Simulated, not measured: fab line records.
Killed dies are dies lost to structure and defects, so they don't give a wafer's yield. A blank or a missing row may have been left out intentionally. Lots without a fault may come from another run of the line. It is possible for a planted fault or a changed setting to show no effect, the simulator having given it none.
Struck lot and sound lot, side by side | flow sky130 | 16 out of 708 route steps
Sound: wafers L791.3, L791.4, L791.5. Struck: wafers L800.2, L800.4, L800.5. The cause is named last.
Order at every step that has rows: each side's tool, ch and its chambers, its first start. Under that, the readings that differ: sound wafers | struck wafers | difference of the means | sigmas: that difference in standard deviations of wafers without a fault.
alike: readings with means less than 2 such deviations apart, plus words and numbers identical on both sides. not compared: withheld readings, readings lacking a value on some wafer, bounds such as >300 that could conceal the same value, and numbers that have no deviation in the record and whose values overlap.
A row with sigmas, a row that says differs or no value, or rows on one side alone: a step with any of these is where the two part. Numbers that have no deviation but don't overlap get no sigmas and don't part them. A reading missing from all wafers of one side parts the sides only when that side holds two or more wafers.

SKY_NWELL_RS_MEAS_29: measures by four-point-probe.
  sound on film metro-01 at day 6 16:58; struck on film metro-02 at day 8 20:27
  alike: NWELL_RS
SKY_NWELL_RS_MEAS_31: measures by four-point-probe.
  sound on film metro-01 at day 6 17:12; struck on film metro-02 at day 8 20:41
  alike: PWDE_RS
then, 7 steps without rows for these wafers: SKY_VT_ADJUST_HVTP_DEHYDRATE_00 (time 60 s); SKY_VT_ADJUST_HVTP_HMDS_01 (prime time 60 s); SKY_VT_ADJUST_HVTP_COAT_02 (resist thk 1140 nm); SKY_VT_ADJUST_HVTP_SOFTBAKE_03 (time 60 s); SKY_VT_ADJUST_HVTP_EXPOSE_04 (exposes mask HVTPM, target cd 380 nm); SKY_VT_ADJUST_HVTP_PEB_05; SKY_VT_ADJUST_HVTP_DEVELOP_06 (develop time 60 s).
SKY_VT_ADJUST_HVTP_CD_MEAS_07: target cd 380 nm.
  sound on cd sem-02 at day 7 12:40; struck on cd sem-01 at day 9 18:53
  alike: cd nm
SKY_VT_ADJUST_HVTP_OVL_MEAS_08:
  sound on overlay-02 at day 7 12:45; struck on overlay-01 at day 9 18:59
  alike: VT_ADJUST_HVTP_OVL
SKY_VT_ADJUST_HVTP_IMPLANT_09:
  sound on implanter-01 ch 0, day 7 12:49; struck on implanter-02 ch 0, day 9 19:03
  reading            | sound                         | struck                        | difference | sigmas
  dose ions cm2      | 4.302e+12 4.294e+12 4.302e+12 | 3.281e+12 3.284e+12 3.289e+12 | -1.015e+12 | -99 or more
  faraday current uA | 24.8 23.8 23.8                | 18.9 17.9 18.3                | -5.8       | -11
SKY_VT_ADJUST_HVTP_STRIP_10: strips in O2/N2.
  sound on plasma asher-01 ch 0,1, day 7 12:58; struck on plasma asher-03 ch 0,1, day 9 19:10
  alike: drypump motor current A, oes product au, strip time to endpoint s
  not compared: rf hours counter h
SKY_VT_ADJUST_HVTP_TW_MEAS_11:
  sound on film metro-04 at day 7 13:02; struck on film metro-02 at day 9 19:17
  reading           | sound          | struck         | difference | sigmas
  VT_ADJUST_HVTP_TW | 1364 1368 1360 | 1232 1216 1217 | -142       | -12
then, 1 step without rows for these wafers: SKY_VT_ADJUST_LVTN_DEHYDRATE_00 (time 60 s).
-- record jumps: 40 days separate the struck wafers' starts on either side; left off in module VT_ADJUST_LVTN, taken up again in module PAD_OPEN, whose first shown step is the route's number 708 --
SKY_PAD_OPEN_PROBE_99:
  sound on prober-02 at day 47 12:05; struck on prober-01 at day 49 21:22
  reading                                  | sound                | struck               | difference | sigmas
  model.etest.tip p.rs ohm sq              | 6919 7005 7011       | 6175 6153 6195       | -804       |
  model.etest.pfet_01v8.r on ohm um        | 2929 2885 2932       | 2641 2562 2586       | -319       |
  model.etest.pfet_01v8.drive ua um        | 187.8 191.6 188.9    | 223.4 233.6 231.2    | +40.0      |
  model.etest.pfet_01v8_mvt.drive ua um    | 148.4 150.9 148.3    | 182.4 187.3 186.1    | +36.1      |
  model.etest.pfet_01v8_hvt.drive ua um    | 142.2 143.8 139.4    | 165.8 173.2 170.8    | +28.1      |
  model.etest.sram pfet latch.drive ua um  | 140.5 142.6 144.5    | 166 173.9 166.3      | +26        |
  model.etest.pfet_01v8_mvt.off log10 a um | -11.12 -11.18 -11.27 | -8.066 -7.843 -7.798 | +3.288     |
  model.etest.pfet_01v8.off log10 a um     | -10.15 -10.23 -10.26 | -7.931 -6.994 -6.983 | +2.911     |
  alike: killed_at_M0_to_M3, killed_at_M4_up, killed at contacts, killed at front end, killed at other, killed dies, killed on rim, killed open, killed short

## WHERE THEY PART
At SKY_VT_ADJUST_HVTP_IMPLANT_09 first; at SKY_VT_ADJUST_HVTP_TW_MEAS_11 last (within this record only). Later steps at which nothing parts them and some readings are alike: SKY_PAD_OPEN_PROBE_99.

WHY: the cause the simulator had injected
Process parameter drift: implanter-02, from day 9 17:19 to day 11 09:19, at SKY_VT_ADJUST_HVTP_IMPLANT_09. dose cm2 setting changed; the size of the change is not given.
